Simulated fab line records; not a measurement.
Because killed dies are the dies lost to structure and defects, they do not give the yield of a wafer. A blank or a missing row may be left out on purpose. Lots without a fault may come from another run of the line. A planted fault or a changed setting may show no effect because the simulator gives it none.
2 desks, one fault / flow gf180mcu / what lay behind the numbers comes last; until then each desk has only its own

## THE METROLOGY DESK
What the gauges read for every lot (on any tool): the sampled wafers with a number, averaged. A lot is out of limits, marked OUT, if its mean lies more than 4 standard deviations from the usual mean; the brackets give that distance. Only the readings that lie furthest out on some lot appear, 7 of the 9 it has.
Columns: A = V2_W_RS at GF_V2_RS_MEAS_24, usual 0.325 ohm/sq; B = V2_W_THK at GF_V2_THK_MEAS_25, usual 344 nm; C = M3_ALCU_RS at GF_M3_RS_MEAS_05, usual 0.0696 ohm/sq; D = M3_ALCU_THK at GF_M3_THK_MEAS_06, usual 450 nm; E = M3_OVL at GF_M3_OVL_MEAS_15, usual 0 nm; F = V3_CVD_00_THK at GF_V3_THK_MEAS_01, usual 600 nm; G = V3_BOW at GF_V3_BOW_MEAS_05, usual 117 um
lot=L332; first seen here=day 22 11:23; A=0.318; B=356; C=0.0695; D=451; E=-8; F=592; G=132
lot=L334; first seen here=day 23 09:11; A=0.329; B=345; C=0.0689; D=455; E=5; F=606; G=124
lot=L341; first seen here=day 25 11:53; A=0.322; B=351; C=0.0686; D=453; E=-5; F=594; G=111
lot=L347; first seen here=day 27 16:42; A=0.331; B=336; C=0.0695; D=451; E=-0; F=595; G=126
lot=L349; first seen here=day 28 01:54; A=0.322; B=344; C=0.0703; D=445; E=5; F=602; G=121
This desk's verdict: no lot among the 5 shows anything out of limits.

## THE TOOL OWNER'S DESK: pvd-sputter-02
At GF_M3_SPUTTER_04 (material TiN, target thk 50 nm, time 41.7 s) the tool's own readings: per lot run on this tool, the mean of the sampled wafers that have a number. A lot is out of limits, marked OUT, if its mean lies more than 4 standard deviations from the usual mean; the brackets give that distance.
Columns: A = throttle-valve-pct at GF_M3_SPUTTER_04, usual 29.6 %
lot=L332; first seen here=day 22 12:03; A=29.6
lot=L341; first seen here=day 25 12:32; A=30.9
This desk's verdict: no lot among the 2 shows anything out of limits.

## ALL TOGETHER
The metrology desk saw nothing out of limits.
The desk of the tool owner found nothing out of limits.

## WHAT WAS PUT IN BY THE SIMULATOR
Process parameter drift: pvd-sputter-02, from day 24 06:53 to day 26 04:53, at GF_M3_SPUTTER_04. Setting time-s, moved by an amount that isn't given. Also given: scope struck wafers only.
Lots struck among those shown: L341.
